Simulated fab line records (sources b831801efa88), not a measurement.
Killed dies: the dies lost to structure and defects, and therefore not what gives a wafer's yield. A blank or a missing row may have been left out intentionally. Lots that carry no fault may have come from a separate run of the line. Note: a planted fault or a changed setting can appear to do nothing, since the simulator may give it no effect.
One fault through the eyes of 2 desks :: flow gf180mcu :: only its own numbers are on each desk; what lay behind them is given at the end

METROLOGY DESK
Means of the sampled wafers that have a number, per lot and without regard to the tool the lot ran on: this is what the gauges read. A lot is out of limits, marked OUT, if its mean lies more than 4 standard deviations from the usual mean; the brackets give that distance.
Columns: A = SALICIDE_TIN_THK at GF_SALICIDE_THK_MEAS_05, usual 19.7 nm; B = CONTACT_W_RS at GF_CONTACT_RS_MEAS_25, usual 0.381 ohm/sq; C = CONTACT_W_THK at GF_CONTACT_THK_MEAS_26, usual 319 nm
lot: L198
first seen here: day 16 05:12
A: 19.7
B: 0.384
C: 320

lot: L200
first seen here: day 16 13:41
A: 19.7
B: 0.384
C: 316

lot: L199
first seen here: day 16 15:59
A: 20.0
B: 0.383
C: 318

lot: L201
first seen here: day 17 00:02
A: 19.9
B: 0.381
C: 322

lot: L202
first seen here: day 17 08:10
A: 20.2
B: 0.380
C: 322

lot: L206
first seen here: day 18 19:47
A: 19.3
B: 0.377
C: 320

lot: L207
first seen here: day 19 01:52
A: 20.1
B: 0.352 (-7.6) OUT
C: 351 (+7.2) OUT

lot: L208
first seen here: day 19 13:17
A: 20.4
B: 0.349 (-8.3) OUT
C: 360 (+9.4) OUT

lot: L209
first seen here: day 20 00:19
A: 19.8
B: 0.351 (-7.9) OUT
C: 350 (+7.0) OUT

lot: L216
first seen here: day 22 11:31
A: 19.7
B: 0.381
C: 321

lot: L218
first seen here: day 22 21:35
A: 19.4
B: 0.386
C: 311

lot: L219
first seen here: day 23 01:30
A: 19.7
B: 0.383
C: 315
Per this desk, out of limits: L207, L208, L209; the first was L207, day 20 04:12 (CONTACT_W_RS at GF_CONTACT_RS_MEAS_25). In limits: L198, L200, L199, L201, L202, L206, L216, L218, L219.

FOR THE TOOL OWNER'S DESK: cvd-w-02
The tool's own readings at GF_CONTACT_CVD_24 (deposits W, target thk 300 nm, time 90.339 s): means of the sampled wafers that have a number, for each lot that ran on this tool. A lot is out of limits, marked OUT, if its mean lies more than 4 standard deviations from the usual mean; the brackets give that distance.
Columns: A = heater-power-w at GF_CONTACT_CVD_24, usual 828 W
lot: L206
first seen here: day 19 21:57
A: 778

lot: L207
first seen here: day 20 04:06
A: 776

lot: L208
first seen here: day 20 16:00
A: 806

lot: L209
first seen here: day 21 02:09
A: 817

lot: L218
first seen here: day 23 21:55
A: 788

lot: L219
first seen here: day 24 01:23
A: 810
Finding of this desk: none of the 6 lots has anything out of limits.

TAKEN TOGETHER
An alarm was possible from the metrology desk at day 20 04:12, on L207, L208, L209.
The desk of the tool owner found nothing out of limits.
Tool owner's desk: L207, L208, L209 on record, inside its limits.
The lots listed all ran GF_CONTACT_CVD_24 on cvd-w-02.

WHAT WAS PUT IN BY THE SIMULATOR
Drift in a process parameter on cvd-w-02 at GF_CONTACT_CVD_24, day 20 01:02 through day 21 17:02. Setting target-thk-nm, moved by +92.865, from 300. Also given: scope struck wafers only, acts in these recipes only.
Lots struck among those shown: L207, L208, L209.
Delay in hours, fault start to first out-of-limits reading, per desk: metrology desk 3.
